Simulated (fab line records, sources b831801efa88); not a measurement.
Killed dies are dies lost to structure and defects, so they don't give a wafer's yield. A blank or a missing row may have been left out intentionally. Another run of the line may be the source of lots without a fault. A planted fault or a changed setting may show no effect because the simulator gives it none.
Chamber matching    flow sfq line    4 sister chambers for SFQ_TRILAYER_A5B_CMP_CMP_130 on cmp-01
The step polishes, stops on Nb, target thk 340.7 nm. 7 wafers are shown with their chamber, then 7 later ones without.

## WAFERS PAIRED WITH THEIR CHAMBERS
wafer   chamber  motor current A (A)  slurry filter dp kPa (kPa)
L241.3  2        9.9                  13.49
L243.5  3        10.8                 13.61
L245.1  3        10.4                 13.20
L245.5  0        8.9                  13.41
L245.6  1        11.7                 13.25
L247.2  1        12.2                 13.58
L247.5  0        8.9                  13.56

## WAFERS WITHOUT THEIR CHAMBER
wafer   motor current A (A)  slurry filter dp kPa (kPa)
L247.6  10.1                 13.42
L254.2  12.3                 13.60
L254.4  10.3                 13.53
L254.6  11.9                 13.61
L260.2  10.1                 13.44
L260.1  10.1                 13.40
L260.4  12.7                 13.57

## CHAMBER TAKEN BY EACH
wafer   from the rows above      in truth
L247.6  can't be placed: 2 or 3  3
L254.2  1                        1
L254.4  can't be placed: 3 or 2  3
L254.6  1                        1
L260.2  can't be placed: 2 or 3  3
L260.1  can't be placed: 2 or 3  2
L260.4  1                        1
3 of 7 placed correctly. Not placeable from these rows: 4 (in 4, the candidates include the true chamber). Number placed wrongly: 0.
How it was worked out, from the rows above alone: a wafer's distance from a chamber is the root of the sum, over the readings, of the square of ((its reading less the chamber's mean) divided by the reading's scatter). If the next closest chamber is less than 2 further off than the closest, the wafer can't be placed; otherwise it belongs to the closest. Each chamber's mean is taken over the wafers shown for it. The scatter is the square root of a quotient: the sum, over the shown wafers, of each reading's squared deviation from its chamber's mean, divided by wafers minus chambers.
